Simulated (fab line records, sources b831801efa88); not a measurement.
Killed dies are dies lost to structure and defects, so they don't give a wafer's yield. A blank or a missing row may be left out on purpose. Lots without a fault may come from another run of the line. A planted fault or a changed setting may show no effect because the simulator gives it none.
fab line records | flow sky130
record lots=5 wafers=15 last_day=50
route steps=708 shown POLY_GATE@221 LDD_N@237 LDD_P@255
lots that met no fault: from a run of the same line without faults
start_h: hours from the record's first day to the start of the lot's first wafer shown | wait_h: hours since the lot's step before | " the same as in the row above | L1.1+2: a row that stands for several wafers | - no value, or no start given | * or withheld: withheld | < > ~ a bound
route shown NAME@n: a module of which the file shows steps, and the number in the route of the first | usual: mean/standard deviation of fault-free wafers | same: alike in all rows | chamber/n: place in a boat | sites: the reading at each site | _std_site: their standard deviation | _edge_site: outer sites' mean less inner sites' | radius_mm: how far each site lies from the wafer's centre | mask NAME#n: copy n | behind: the tool/chamber that last shaped the wafer | hold: why the lot was held/for how many hours/how that ended | device: the transistor (n, p or np) that didn't switch | end of line: the same wafers' tests at the end of the route | a step without rows: its recipe alone | killed: dies lost to structure and defects at the first sort, not the wafer's yield | map: a wafer's dies, x killed, . not, _ none there
set.NAME: the setting as run; set.NAME@STEP: as run at that earlier step | model.NAME: the simulator's own value behind a step, which no gauge read
lots at some steps of the route; a table a step, a row a wafer
services: from which hour (start_h, from the record's first day; less than 0 if before it) a tool's chamber was out of use, for how many hours, and why
## steps
# step SKY_POLY_GATE_COAT_07
# recipe resist=BARC temp_c=withheld time_s=withheld spin_rpm=3000 resist_thk_nm=110
# usual spin_speed_rpm=2999.9/1.8
# columns lot.wafer tool chamber start_h wait_h spin_speed_rpm
L077.2 litho_track-01 0 376.71 0.1 3003.1
L077.4 " 0 " " 2999.7
L077.5 " 0 " " 2997.7
L078.2 litho_track-02 0 389.49 0.1 3001.4
L078.3 " 0 " " 3001.2
L078.6 " 0 " " 3002.8
L090.1 litho_track-03 0 511.81 0.1 3000.2
L090.2 " 0 " " 2999.8
L090.6 " 0 " " 2999.0
L091.1 litho_track-02 0 528.12 0.1 2998.1
L091.4 " 0 " " 3000.7
L091.6 " 0 " " 2996.8
L097.2 litho_track-02 0 554.39 0.1 3001.6
L097.3 " 0 " " 3000.6
L097.6 " 0 " " 3004.4
# step SKY_POLY_GATE_COAT_08
# recipe resist=KrF-thick spin_rpm=3000 resist_thk_nm=450
# usual spin_speed_rpm=3000.3/1.8
# columns lot.wafer tool chamber start_h wait_h spin_speed_rpm
L077.2 litho_track-01 0 - - 3001.4
L077.4 " 0 " " 3000.5
L077.5 " 0 " " 2999.5
L078.2 litho_track-02 0 - - 3000.4
L078.3 " 0 " " 3000.8
L078.6 " 0 " " 2998.0
L090.1 litho_track-03 0 - - 3003.0
L090.2 " 0 " " 3004.8
L090.6 " 0 " " 3000.3
L091.1 litho_track-02 0 - - 2997.8
L091.4 " 0 " " 2997.9
L091.6 " 0 " " 2999.6
L097.2 litho_track-02 0 - - 3003.2
L097.3 " 0 " " 2998.0
L097.6 " 0 " " 3001.1
# step SKY_POLY_GATE_SOFTBAKE_09
# recipe temp_c=100 time_s=90 resist=KrF-thick
# columns lot.wafer tool chamber start_h wait_h
L077.2+4+5 litho_track-01 0 - -
L078.2+3+6 litho_track-02 0 - -
L090.1+2+6 litho_track-03 0 - -
L091.1+4+6 litho_track-02 0 - -
L097.2+3+6 litho_track-02 0 - -
# step SKY_POLY_GATE_EXPOSE_10
# recipe mask_id=P1M na=0.68 source_shape=conventional sigma_outer=0.6 target_cd_nm=150 dose_mj=28.47
# columns lot.wafer tool chamber start_h wait_h mask
L077.2+4+5 krf_scanner-02 0 - - P1M#0
L078.2+3+6 krf_scanner-02 0 - - P1M#0
L090.1+2+6 krf_scanner-01 0 - - P1M#0
L091.1+4+6 krf_scanner-02 0 - - P1M#0
L097.2+3+6 krf_scanner-02 0 - - P1M#0
# step SKY_POLY_GATE_PEB_11
# recipe peb_temp_c=withheld peb_time_s=withheld resist=KrF-thick
# columns lot.wafer tool chamber start_h wait_h
L077.2+4+5 litho_track-01 0 - -
L078.2+3+6 litho_track-03 0 - -
L090.1+2+6 litho_track-01 0 - -
L091.1+4+6 litho_track-02 0 - -
L097.2+3+6 litho_track-03 0 - -
# step SKY_POLY_GATE_DEVELOP_12
# recipe develop_time_s=60 resist=KrF-thick dev_temp_c=21
# columns lot.wafer tool chamber start_h wait_h
L077.2+4+5 litho_track-01 0 - -
L078.2+3+6 litho_track-03 0 - -
L090.1+2+6 litho_track-01 0 - -
L091.1+4+6 litho_track-02 0 - -
L097.2+3+6 litho_track-03 0 - -
# step SKY_POLY_GATE_CD_MEAS_13
# recipe target_cd_nm=150
# usual cd_nm=149.9/1.2
# columns lot.wafer tool chamber start_h wait_h cd_nm
L077.2 cd_sem-02 - 390.95 - 151.3
L077.4 " - " " 150.2
L077.5 " - " " 152.1
L078.2 cd_sem-02 - 404.53 - 149.6
L078.3 " - " " 149.0
L078.6 " - " " 149.4
L090.1 cd_sem-02 - 527.43 - 151.0
L090.2 " - " " 149.0
L090.6 " - " " 151.4
L091.1 cd_sem-02 - 543.42 - 151.4
L091.4 " - " " 151.7
L091.6 " - " " 151.2
L097.2 cd_sem-01 - 570.53 - 148.3
L097.3 " - " " 147.6
L097.6 " - " " 149.1
# step SKY_POLY_GATE_OVL_MEAS_14
# usual POLY_GATE_OVL=-2/5.5
# columns lot.wafer tool chamber start_h wait_h POLY_GATE_OVL[nm]
L077.2 overlay-01 - 391.06 0.1 4
L077.4 " - " " 8
L077.5 " - " " -2
L078.2 overlay-01 - 404.64 0.1 -2
L078.3 " - " " -6
L078.6 " - " " 2
L090.1 overlay-02 - 527.55 0.1 1
L090.2 " - " " -4
L090.6 " - " " -6
L091.1 overlay-01 - 543.54 0.1 -8
L091.4 " - " " 11
L091.6 " - " " 1
L097.2 overlay-02 - 570.64 0.1 -4
L097.3 " - " " 1
L097.6 " - " " -4
# step SKY_POLY_GATE_ETCH_15
# recipe chemistry=N2/H2 target=BARC ion_energy_ev=200 source_w=500 bias_w=100 pressure_mtorr=30 n2_flow_sccm=100 h2_flow_sccm=200 stop_on=SiO2 time_s=118.5 target_depth_a=1100
# usual drypump_motor_current_A=5.7/0.41 oes_product_au=0.716/0.0047 throttle_valve_pct=13.212/0.0084
# columns lot.wafer tool chamber start_h wait_h drypump_motor_current_A oes_product_au rf_hours_counter_h throttle_valve_pct
L077.2 rie_diel-03 0 391.09 0.0 5.2 0.712 82 13.204
L077.4 " 1 " " 5.1 0.715 1 13.213
L077.5 " 1 " " 5.1 0.716 - 13.223
L078.2 rie_diel-01 0 404.67 0.0 5.4 0.707 1 13.212
L078.3 " 3 " " 6.2 0.713 76 13.213
L078.6 " 2 " " 5.8 0.719 - 13.212
L090.1 rie_diel-01 3 527.59 0.0 6.2 0.719 78 13.213
L090.2 " 2 " " 5.8 0.718 5 13.221
L090.6 " 3 " " 6.2 0.709 - 13.217
L091.1 rie_diel-02 1 543.57 0.0 6.2 0.719 2 13.216
L091.4 " 2 " " 6.1 0.716 1 13.209
L091.6 " 3 " " 6.2 0.716 - 13.210
L097.2 rie_diel-02 3 570.67 0.0 6.2 0.718 9 13.207
L097.3 " 0 " " 5.4 0.712 41 13.216
L097.6 " 3 " " 6.2 0.717 - 13.221
# step SKY_POLY_GATE_ETCH_16
# recipe stop_on=poly-Si chemistry=CH3F/O2 target=Si3N4 source_w=400 bias_w=80 pressure_mtorr=25 ch3f_flow_sccm=40 O2_flow_sccm=30 time_s=147.5 target_depth_a=750
# usual drypump_motor_current_A=5.7/0.42 oes_product_au=0.636/0.0048 throttle_valve_pct=10.535/0.0087
# columns lot.wafer tool chamber start_h wait_h drypump_motor_current_A oes_product_au rf_hours_counter_h throttle_valve_pct
L077.2 rie_diel-03 0 391.17 0.0 5.2 0.635 82 10.529
L077.4 " 1 " " 5.1 0.644 1 10.547
L077.5 " 1 " " 5.1 0.633 - 10.525
L078.2 rie_diel-01 0 404.75 0.0 5.4 0.638 1 10.533
L078.3 " 3 " " 6.2 0.632 76 10.542
L078.6 " 2 " " 5.8 0.632 - 10.551
L090.1 rie_diel-01 3 527.67 0.0 6.2 0.628 78 10.536
L090.2 " 2 " " 5.8 0.638 5 10.540
L090.6 " 3 " " 6.2 0.638 - 10.533
L091.1 rie_diel-02 1 543.66 0.0 6.2 0.641 2 10.529
L091.4 " 2 " " 6.1 0.640 1 10.533
L091.6 " 3 " " 6.2 0.635 - 10.533
L097.2 rie_diel-02 3 570.75 0.0 6.2 0.632 9 10.527
L097.3 " 0 " " 5.3 0.637 41 10.525
L097.6 " 3 " " 6.2 0.629 - 10.536
# step SKY_POLY_GATE_ETCH_17
# recipe target_depth_nm=180 stop_on=SiO2 over_etch_frac=0.56667 chemistry=HBr/Cl2 target=poly-Si icp_w=400 bias_w=100 pressure_mtorr=10 HBr_flow_sccm=150 Cl2_flow_sccm=50 time_s=70.5
# usual HBr_flow_sccm=150.0/0.39 drypump_motor_current_A=5.6/0.37 oes_product_au=0.986/0.0076 throttle_valve_pct=33.684/0.0088
# columns lot.wafer tool chamber start_h wait_h HBr_flow_sccm drypump_motor_current_A oes_product_au rf_hours_counter_h throttle_valve_pct
L077.2 rie_si-02 1 391.27 0.0 150.0 5.3 0.978 2 33.690
L077.4 " 1 " " 150.4 5.3 0.986 - 33.679
L077.5 " 0 " " 150.4 5.6 0.985 - 33.688
L078.2 rie_si-02 1 404.85 0.0 150.3 5.2 0.991 2 33.690
L078.3 " 0 " " 149.0 5.6 0.991 1 33.683
L078.6 " 2 " " 150.1 6.0 0.988 - 33.696
L090.1 rie_si-01 3 527.77 0.0 149.8 5.4 0.974 48 33.674
L090.2 " 2 " " 150.6 6.0 0.982 1 33.676
L090.6 " 1 " " 150.0 4.9 0.972 - 33.688
L091.1 rie_si-02 1 543.75 0.0 149.4 5.3 0.982 3 33.684
L091.4 " 2 " " 150.0 6.0 0.976 4 33.697
L091.6 " 0 " " 150.6 5.6 0.995 - 33.684
L097.2 rie_si-01 0 570.85 0.0 149.3 6.0 1.001 7 33.675
L097.3 " 1 " " 149.8 4.9 0.990 2 33.708
L097.6 " 1 " " 150.3 4.9 0.989 - 33.695
# step SKY_POLY_GATE_STRIP_18
# recipe chemistry=O2/N2 power_w=1400 pressure_mtorr=1500 platen_temp_c=withheld o2_flow_sccm=3000 n2_flow_sccm=300 overash_fraction=0.5
# usual drypump_motor_current_A=5.5/0.48 oes_product_au=0.361/0.0043 strip_time_to_endpoint_s=3.161/0.028
# columns lot.wafer tool chamber start_h wait_h drypump_motor_current_A oes_product_au rf_hours_counter_h strip_time_to_endpoint_s
L077.2 plasma_asher-01 1 391.32 0.0 5.7 0.367 29 3.131
L077.4 " 0 " " 5.0 0.364 - 3.109
L077.5 " 0 " " 4.9 0.357 - 3.124
L078.2 plasma_asher-01 0 404.90 0.0 4.9 0.353 30 3.129
L078.3 " 0 " " 4.9 0.364 - 3.104
L078.6 " 1 " " 5.7 0.355 - 3.153
L090.1 plasma_asher-01 1 527.82 0.0 5.7 0.358 43 3.150
L090.2 " 0 " " 4.9 0.360 43 3.166
L090.6 " 1 " " 5.7 0.369 - 3.155
L091.1 plasma_asher-02 1 543.81 0.0 5.2 0.361 72 3.115
L091.4 " 1 " " 5.2 0.357 - 3.156
L091.6 " 1 " " 5.2 0.367 - 3.177
L097.2 plasma_asher-02 0 570.90 0.0 6.1 0.363 75 3.173
L097.3 " 0 " " 6.1 0.358 - 3.189
L097.6 " 0 " " 6.1 0.368 - 3.195
# step SKY_POLY_GATE_CLEAN_19
# recipe chemistry=SC1/SC2 mix=1:4:20 temp_c=70 time_s=150 dry=n2_spin
# columns lot.wafer tool chamber start_h wait_h
L077.2+4+5 wet_bench-01 3 391.42 0.1
L078.2+3+6 wet_bench-01 0 405.00 0.1
L090.1+2+6 wet_bench-01 0 527.92 0.1
L091.1+4+6 wet_bench-03 1 543.91 0.1
L097.2+3+6 wet_bench-03 2 571.00 0.1
# step SKY_POLY_GATE_OXIDATION_20
# recipe temp_c=850 ambient=O2 stabilise_s=600 purge_s=300 target_thk_a=40 ox_time_s=899
# usual ox_temp_c_max=855.0/1.2 spike_tc_centre_C=849.8/1.1 spike_tc_lower_C=849.8/1.1 zone_power_top_pct=31.2/0.33
# columns lot.wafer tool chamber start_h wait_h ox_temp_c_max spike_tc_centre_C spike_tc_lower_C zone_power_top_pct
L077.2 furnace-01 0 392.76 1.3 853.6 848.3 849.4 31.4
L077.4 " 0 " " 853.5 850.2 848.7 31.3
L077.5 " 0 " " 854.8 849.0 849.9 31.3
L078.2 furnace-02 0 405.06 0.0 858.2 848.6 849.3 30.8
L078.3 " 0 " " 857.7 849.5 851.1 30.9
L078.6 " 0 " " 856.0 850.1 850.5 30.6
L090.1 furnace-01 0 527.97 0.0 855.2 849.9 849.4 31.3
L090.2 " 0 " " 854.3 848.4 849.4 31.6
L090.6 " 0 " " 854.0 849.6 848.6 31.5
L091.1 furnace-01 0 543.97 0.0 855.3 851.7 849.4 31.6
L091.4 " 0 " " 854.6 848.7 848.8 31.7
L091.6 " 0 " " 853.4 850.8 847.8 31.1
L097.2 furnace-02 0 571.52 0.5 854.8 851.1 851.7 30.9
L097.3 " 0 " " 856.4 850.2 850.7 31.3
L097.6 " 0 " " 855.0 851.9 850.4 31.2
# step SKY_POLY_GATE_THK_MEAS_21
# recipe reads=SiO2_of_POLY_GATE_OXIDATION_20
# usual POLY_GATE_OXIDATION_THK=3.98/0.083
# columns lot.wafer tool chamber start_h wait_h POLY_GATE_OXIDATION_THK[nm]
L077.2 film_metro-02 - 394.02 0.0 3.95
L077.4 " - " " 3.98
L077.5 " - " " 4.00
L078.2 film_metro-03 - 406.32 0.0 4.04
L078.3 " - " " 4.07
L078.6 " - " " 4.04
L090.1 film_metro-01 - 529.28 0.1 3.92
L090.2 " - " " 3.99
L090.6 " - " " 4.02
L091.1 film_metro-02 - 545.21 0.0 4.06
L091.4 " - " " 4.02
L091.6 " - " " 4.07
L097.2 film_metro-01 - 572.78 0.0 4.10
L097.3 " - " " 4.12
L097.6 " - " " 4.12
# step SKY_POLY_GATE_CD_MEAS_22
# usual cd_nm=150.0/1.9
# columns lot.wafer tool chamber start_h wait_h cd_nm
L077.2 cd_sem-01 - 394.10 0.1 151.5
L077.4 " - " " 149.9
L077.5 " - " " 148.3
L078.2 cd_sem-02 - 406.40 0.1 149.3
L078.3 " - " " 150.3
L078.6 " - " " 150.9
L090.1 cd_sem-01 - 529.34 0.1 152.3
L090.2 " - " " 150.7
L090.6 " - " " 151.9
L091.1 cd_sem-02 - 545.27 0.1 153.2
L091.4 " - " " 152.3
L091.6 " - " " 153.2
L097.2 cd_sem-02 - 572.86 0.1 148.8
L097.3 " - " " 147.6
L097.6 " - " " 150.5
# step SKY_LDD_N_DEHYDRATE_00
# recipe temp_c=200 time_s=60
# columns lot.wafer tool chamber start_h wait_h
L077.2+4+5 litho_track-04 0 408.12 14.0
L078.2+3+6 litho_track-04 0 420.27 13.8
L090.1+2+6 litho_track-04 0 544.04 14.7
L091.1+4+6 litho_track-03 0 559.66 14.4
L097.2+3+6 litho_track-03 0 586.78 13.9
# step SKY_LDD_N_HMDS_01
# recipe prime_time_s=60 prime_temp_c=120
# columns lot.wafer tool chamber start_h wait_h
L077.2+4+5 litho_track-04 0 408.27 0.1
L078.2+3+6 litho_track-04 0 420.42 0.1
L090.1+2+6 litho_track-04 0 544.19 0.1
L091.1+4+6 litho_track-03 0 559.81 0.1
L097.2+3+6 litho_track-03 0 586.93 0.1
# step SKY_LDD_N_COAT_02
# recipe resist=NOVOLAK spin_rpm=3000 resist_thk_nm=300
# usual spin_speed_rpm=2999.9/2.2
# columns lot.wafer tool chamber start_h wait_h spin_speed_rpm
L077.2 litho_track-04 0 408.42 0.1 3002.9
L077.4 " 0 " " 2997.3
L077.5 " 0 " " 2996.4
L078.2 litho_track-04 0 420.57 0.1 2996.9
L078.3 " 0 " " 3001.0
L078.6 " 0 " " 2999.4
L090.1 litho_track-04 0 544.34 0.1 2998.8
L090.2 " 0 " " 2999.9
L090.6 " 0 " " 2998.5
L091.1 litho_track-03 0 559.96 0.1 2997.8
L091.4 " 0 " " 2997.7
L091.6 " 0 " " 2998.4
L097.2 litho_track-03 0 587.08 0.1 2999.4
L097.3 " 0 " " 2999.1
L097.6 " 0 " " 2999.9
# step SKY_LDD_N_SOFTBAKE_03
# recipe temp_c=90 time_s=60 resist=NOVOLAK
# columns lot.wafer tool chamber start_h wait_h
L077.2+4+5 litho_track-04 0 408.57 0.1
L078.2+3+6 litho_track-04 0 420.72 0.1
L090.1+2+6 litho_track-04 0 544.49 0.1
L091.1+4+6 litho_track-03 0 560.11 0.1
L097.2+3+6 litho_track-03 0 587.23 0.1
# step SKY_LDD_N_EXPOSE_04
# recipe mask_id=NTM target_cd_nm=840 na=0.6 source_shape=conventional sigma_outer=0.6 dose_mj=110
# columns lot.wafer tool chamber start_h wait_h mask
L077.2+4+5 iline_stepper-02 0 - - NTM#0
L078.2+3+6 iline_stepper-01 0 - - NTM#0
L090.1+2+6 iline_stepper-02 0 - - NTM#0
L091.1+4+6 iline_stepper-02 0 - - NTM#0
L097.2+3+6 iline_stepper-02 0 - - NTM#0
# step SKY_LDD_N_PEB_05
# recipe temp_c=withheld time_s=* resist=NOVOLAK
# columns lot.wafer tool chamber start_h wait_h
L077.2+4+5 litho_track-04 0 - -
L078.2+3+6 litho_track-03 0 - -
L090.1+2+6 litho_track-04 0 - -
L091.1+4+6 litho_track-03 0 - -
L097.2+3+6 litho_track-01 0 - -
# step SKY_LDD_N_DEVELOP_06
# recipe develop_time_s=60 dev_temp_c=23
# columns lot.wafer tool chamber start_h wait_h
L077.2+4+5 litho_track-04 0 422.92 0.1
L078.2+3+6 litho_track-03 0 435.68 0.1
L090.1+2+6 litho_track-04 0 559.39 0.1
L091.1+4+6 litho_track-03 0 574.76 0.1
L097.2+3+6 litho_track-01 0 602.40 0.1
# step SKY_LDD_N_OVL_MEAS_07
# usual LDD_N_OVL=0.5/1.3
# columns lot.wafer tool chamber start_h wait_h LDD_N_OVL[nm]
L077.2 overlay-01 - 423.05 0.1 0.7
L077.4 " - " " 1.9
L077.5 " - " " 2.4
L078.2 overlay-01 - 435.82 0.1 -0.6
L078.3 " - " " 0.3
L078.6 " - " " 0.0
L090.1 overlay-01 - 559.54 0.1 -2.4
L090.2 " - " " -0.2
L090.6 " - " " -0.8
L091.1 overlay-01 - 574.91 0.1 1.5
L091.4 " - " " 0.6
L091.6 " - " " 1.9
L097.2 overlay-01 - 602.54 0.1 -0.1
L097.3 " - " " 0.2
L097.6 " - " " 1.3
# step SKY_LDD_N_IMPLANT_08
# recipe species=As energy_kev=20 dose_cm2=7.5e+13 tilt_deg=withheld rotation_deg=23
# same implant_ion_amu=75
# columns lot.wafer tool chamber start_h wait_h
L077.2+4+5 implanter-02 0 423.10 0.0
L078.2+3+6 implanter-03 0 435.87 0.0
L090.1+2+6 implanter-01 0 559.58 0.0
L091.1+4+6 implanter-01 0 574.95 0.0
L097.2+3+6 implanter-01 0 602.59 0.0
# step SKY_LDD_N_IMPLANT_09
# recipe species=As energy_kev=20 dose_cm2=7.662e+13 tilt_deg=withheld rotation_deg=113
# same implant_ion_amu=75
# columns lot.wafer tool chamber start_h wait_h
L077.2+4+5 implanter-02 0 423.25 0.1
L078.2+3+6 implanter-03 0 436.02 0.1
L090.1+2+6 implanter-01 0 559.73 0.1
L091.1+4+6 implanter-01 0 575.10 0.1
L097.2+3+6 implanter-01 0 602.74 0.1
# step SKY_LDD_N_IMPLANT_10
# recipe species=As energy_kev=20 dose_cm2=7.5e+13 tilt_deg=withheld rotation_deg=203
# same implant_ion_amu=75
# columns lot.wafer tool chamber start_h wait_h
L077.2+4+5 implanter-02 0 423.40 0.1
L078.2+3+6 implanter-03 0 436.17 0.1
L090.1+2+6 implanter-01 0 559.88 0.1
L091.1+4+6 implanter-01 0 575.25 0.1
L097.2+3+6 implanter-01 0 602.89 0.1
# step SKY_LDD_N_IMPLANT_11
# recipe species=As energy_kev=20 dose_cm2=7.5e+13 tilt_deg=withheld rotation_deg=293
# same implant_ion_amu=75
# columns lot.wafer tool chamber start_h wait_h
L077.2+4+5 implanter-02 0 423.55 0.1
L078.2+3+6 implanter-03 0 436.32 0.1
L090.1+2+6 implanter-01 0 560.03 0.1
L091.1+4+6 implanter-01 0 575.40 0.1
L097.2+3+6 implanter-01 0 603.04 0.1
# step SKY_LDD_N_IMPLANT_12
# recipe species=BF2 energy_kev=50 dose_cm2=5e+12 tilt_deg=30 rotation_deg=0
# same implant_ion_amu=49
# columns lot.wafer tool chamber start_h wait_h
L077.2+4+5 implanter-02 0 423.70 0.1
L078.2+3+6 implanter-03 0 436.47 0.1
L090.1+2+6 implanter-01 0 560.18 0.1
L091.1+4+6 implanter-01 0 575.55 0.1
L097.2+3+6 implanter-01 0 603.19 0.1
# step SKY_LDD_N_IMPLANT_13
# recipe species=BF2 energy_kev=50 dose_cm2=5e+12 tilt_deg=30 rotation_deg=90
# same implant_ion_amu=49
# columns lot.wafer tool chamber start_h wait_h
L077.2+4+5 implanter-02 0 423.85 0.1
L078.2+3+6 implanter-03 0 436.62 0.1
L090.1+2+6 implanter-01 0 560.33 0.1
L091.1+4+6 implanter-01 0 575.70 0.1
L097.2+3+6 implanter-01 0 603.34 0.1
# step SKY_LDD_N_IMPLANT_14
# recipe species=BF2 energy_kev=50 dose_cm2=5e+12 tilt_deg=30 rotation_deg=180
# same implant_ion_amu=49
# columns lot.wafer tool chamber start_h wait_h
L077.2+4+5 implanter-02 0 424.00 0.1
L078.2+3+6 implanter-03 0 436.77 0.1
L090.1+2+6 implanter-01 0 560.48 0.1
L091.1+4+6 implanter-01 0 575.85 0.1
L097.2+3+6 implanter-01 0 603.49 0.1
# step SKY_LDD_N_IMPLANT_15
# recipe species=BF2 energy_kev=50 dose_cm2=5e+12 tilt_deg=30 rotation_deg=270
# same implant_ion_amu=49
# columns lot.wafer tool chamber start_h wait_h
L077.2+4+5 implanter-02 0 424.15 0.1
L078.2+3+6 implanter-03 0 436.92 0.1
L090.1+2+6 implanter-01 0 560.63 0.1
L091.1+4+6 implanter-01 0 576.00 0.1
L097.2+3+6 implanter-01 0 603.64 0.1
# step SKY_LDD_N_STRIP_16
# recipe chemistry=O2/N2 power_w=1400 pressure_mtorr=1500 platen_temp_c=withheld o2_flow_sccm=3000 n2_flow_sccm=300 overash_fraction=0.5
# usual drypump_motor_current_A=5.4/0.39 oes_product_au=0.406/0.0046 strip_time_to_endpoint_s=4.323/0.012
# columns lot.wafer tool chamber start_h wait_h drypump_motor_current_A oes_product_au rf_hours_counter_h strip_time_to_endpoint_s
L077.2 plasma_asher-01 0 424.28 0.1 4.9 0.412 32 4.343
L077.4 " 0 " " 4.9 0.406 - 4.338
L077.5 " 1 " " 5.7 0.409 - 4.332
L078.2 plasma_asher-02 0 437.05 0.1 6.1 0.405 61 4.337
L078.3 " 0 " " 6.1 0.416 - 4.311
L078.6 " 1 " " 5.2 0.405 - 4.331
L090.1 plasma_asher-02 1 560.84 0.2 5.2 0.408 74 4.328
L090.2 " 0 " " 6.1 0.405 74 4.324
L090.6 " 0 " " 6.1 0.407 - 4.323
L091.1 plasma_asher-01 1 576.15 0.1 5.7 0.409 48 4.311
L091.4 " 0 " " 4.9 0.415 - 4.309
L091.6 " 1 " " 5.7 0.410 - 4.310
L097.2 plasma_asher-02 0 603.77 0.1 6.1 0.399 78 4.304
L097.3 " 1 " " 5.2 0.414 - 4.325
L097.6 " 1 " " 5.2 0.407 - 4.324
# step SKY_LDD_N_TW_MEAS_17
# usual LDD_N_TW=2566/12
# columns lot.wafer tool chamber start_h wait_h LDD_N_TW
L077.2 film_metro-03 - 424.39 0.1 2560
L077.4 " - " " 2539
L077.5 " - " " 2564
L078.2 film_metro-01 - 437.16 0.1 2585
L078.3 " - " " 2584
L078.6 " - " " 2584
L090.1 film_metro-03 - 560.94 0.1 2549
L090.2 " - " " 2548
L090.6 " - " " 2539
L091.1 film_metro-01 - 576.25 0.1 2594
L091.4 " - " " 2580
L091.6 " - " " 2580
L097.2 film_metro-04 - 603.88 0.1 2578
L097.3 " - " " 2569
L097.6 " - " " 2587
# step SKY_LDD_P_DEHYDRATE_00
# recipe temp_c=200 time_s=60
# columns lot.wafer tool chamber start_h wait_h
L077.2+4+5 litho_track-04 0 439.77 15.4
L078.2+3+6 litho_track-01 0 452.06 14.9
L090.1+2+6 litho_track-02 0 575.17 14.2
L091.1+4+6 litho_track-04 0 590.54 14.3
L097.2+3+6 litho_track-01 0 617.40 13.5
# step SKY_LDD_P_HMDS_01
# recipe prime_time_s=60 prime_temp_c=120
# columns lot.wafer tool chamber start_h wait_h
L077.2+4+5 litho_track-04 0 439.92 0.1
L078.2+3+6 litho_track-01 0 452.21 0.1
L090.1+2+6 litho_track-02 0 575.32 0.1
L091.1+4+6 litho_track-04 0 590.69 0.1
L097.2+3+6 litho_track-01 0 617.55 0.1
# step SKY_LDD_P_COAT_02
# recipe resist=NOVOLAK spin_rpm=3000 resist_thk_nm=1140
# usual spin_speed_rpm=3000.0/2
# columns lot.wafer tool chamber start_h wait_h spin_speed_rpm
L077.2 litho_track-04 0 440.07 0.1 2996.5
L077.4 " 0 " " 3006.5
L077.5 " 0 " " 3002.0
L078.2 litho_track-01 0 452.36 0.1 2999.3
L078.3 " 0 " " 2998.0
L078.6 " 0 " " 2998.6
L090.1 litho_track-02 0 575.47 0.1 3001.7
L090.2 " 0 " " 2999.8
L090.6 " 0 " " 2999.7
L091.1 litho_track-04 0 590.84 0.1 3001.7
L091.4 " 0 " " 2997.8
L091.6 " 0 " " 3001.4
L097.2 litho_track-01 0 617.70 0.1 3001.3
L097.3 " 0 " " 3000.9
L097.6 " 0 " " 2999.9
# step SKY_LDD_P_SOFTBAKE_03
# recipe temp_c=90 time_s=60 resist=NOVOLAK
# columns lot.wafer tool chamber start_h wait_h
L077.2+4+5 litho_track-04 0 440.22 0.1
L078.2+3+6 litho_track-01 0 452.51 0.1
L090.1+2+6 litho_track-02 0 575.62 0.1
L091.1+4+6 litho_track-04 0 590.99 0.1
L097.2+3+6 litho_track-01 0 617.85 0.1
# step SKY_LDD_P_EXPOSE_04
# recipe mask_id=PSDM na=0.6 source_shape=conventional sigma_outer=0.6 polarization=unpolarized target_cd_nm=380 dose_mj=138
# columns lot.wafer tool chamber start_h wait_h mask
L077.2+4+5 iline_stepper-01 0 - - PSDM#0
L078.2+3+6 iline_stepper-01 0 - - PSDM#0
L090.1+2+6 iline_stepper-02 0 - - PSDM#0
L091.1+4+6 iline_stepper-01 0 - - PSDM#0
L097.2+3+6 iline_stepper-02 0 - - PSDM#0
# step SKY_LDD_P_PEB_05
# recipe temp_c=withheld time_s=* resist=NOVOLAK
# columns lot.wafer tool chamber start_h wait_h
L077.2+4+5 litho_track-01 0 - -
L078.2+3+6 litho_track-01 0 - -
L090.1+2+6 litho_track-04 0 - -
L091.1+4+6 litho_track-01 0 - -
L097.2+3+6 litho_track-01 0 - -
# step SKY_LDD_P_DEVELOP_06
# recipe resist=NOVOLAK developer=TMAH develop_time_s=60 dev_temp_c=23
# columns lot.wafer tool chamber start_h wait_h
L077.2+4+5 litho_track-01 0 454.41 0.1
L078.2+3+6 litho_track-01 0 466.86 0.1
L090.1+2+6 litho_track-04 0 590.39 0.1
L091.1+4+6 litho_track-01 0 605.48 0.1
L097.2+3+6 litho_track-01 0 632.90 0.1
# step SKY_LDD_P_CD_MEAS_07
# recipe target_cd_nm=380
# usual cd_nm=379.2/2.4
# columns lot.wafer tool chamber start_h wait_h cd_nm
L077.2 cd_sem-02 - 454.55 0.1 377.1
L077.4 " - " " 375.0
L077.5 " - " " 379.1
L078.2 cd_sem-01 - 467.00 0.1 378.3
L078.3 " - " " 378.9
L078.6 " - " " 381.1
L090.1 cd_sem-01 - 590.54 0.1 375.0
L090.2 " - " " 375.7
L090.6 " - " " 376.0
L091.1 cd_sem-02 - 605.63 0.1 379.2
L091.4 " - " " 380.4
L091.6 " - " " 381.2
L097.2 cd_sem-01 - 633.05 0.1 377.3
L097.3 " - " " 379.3
L097.6 " - " " 381.5
# step SKY_LDD_P_OVL_MEAS_08
# usual LDD_P_OVL=-0.1/1.2
# columns lot.wafer tool chamber start_h wait_h LDD_P_OVL[nm]
L077.2 overlay-02 - 454.66 0.1 0.4
L077.4 " - " " 1.4
L077.5 " - " " 0.6
L078.2 overlay-02 - 467.11 0.1 0.6
L078.3 " - " " 1.5
L078.6 " - " " -0.1
L090.1 overlay-02 - 590.66 0.1 0.4
L090.2 " - " " 2.4
L090.6 " - " " -0.9
L091.1 overlay-01 - 605.75 0.1 -1.1
L091.4 " - " " -1.1
L091.6 " - " " -0.6
L097.2 overlay-01 - 633.16 0.1 0.8
L097.3 " - " " -0.7
L097.6 " - " " -0.2
# step SKY_LDD_P_IMPLANT_09
# recipe species=BF2 energy_kev=25 dose_cm2=1e+13 tilt_deg=withheld
# same implant_ion_amu=49
# columns lot.wafer tool chamber start_h wait_h
L077.2+4+5 implanter-04 0 454.71 0.0
L078.2+3+6 implanter-02 0 467.16 0.0
L090.1+2+6 implanter-02 0 590.70 0.0
L091.1+4+6 implanter-01 0 605.79 0.0
L097.2+3+6 implanter-01 0 633.21 0.0
## services
# columns tool chamber start_h hours kind
krf_scanner-02 - 367.91 1.3 pm
rie_diel-02 - 371.18 4.3 pm
implanter-02 - 374.15 1.2 repair
implanter-03 - 375.93 1.2 repair
implanter-01 - 424.22 1.9 repair
krf_scanner-02 - 431.56 1.7 repair
iline_stepper-02 - 447.00 1.7 pm
iline_stepper-01 - 457.00 1.7 pm
krf_scanner-02 - 457.74 1.6 repair
krf_scanner-02 - 464.78 0.8 pm
rie_diel-02 2 466.10 14.7 repair
krf_scanner-02 - 468.96 1.0 pm
krf_scanner-02 - 497.03 4.0 pm
rie_diel-01 1 517.45 3.4 repair
implanter-02 - 518.53 4.0 pm
krf_scanner-02 - 523.56 4.5 repair
krf_scanner-02 - 543.81 1.3 pm
implanter-02 - 561.56 4.1 repair
rie_diel-01 2 562.17 4.3 repair
rie_diel-01 - 573.01 0.8 repair
krf_scanner-02 - 575.89 4.4 pm
krf_scanner-02 - 593.36 3.6 pm
iline_stepper-02 - 602.53 2.1 pm
implanter-02 - 623.38 2.7 repair
## key
fault none
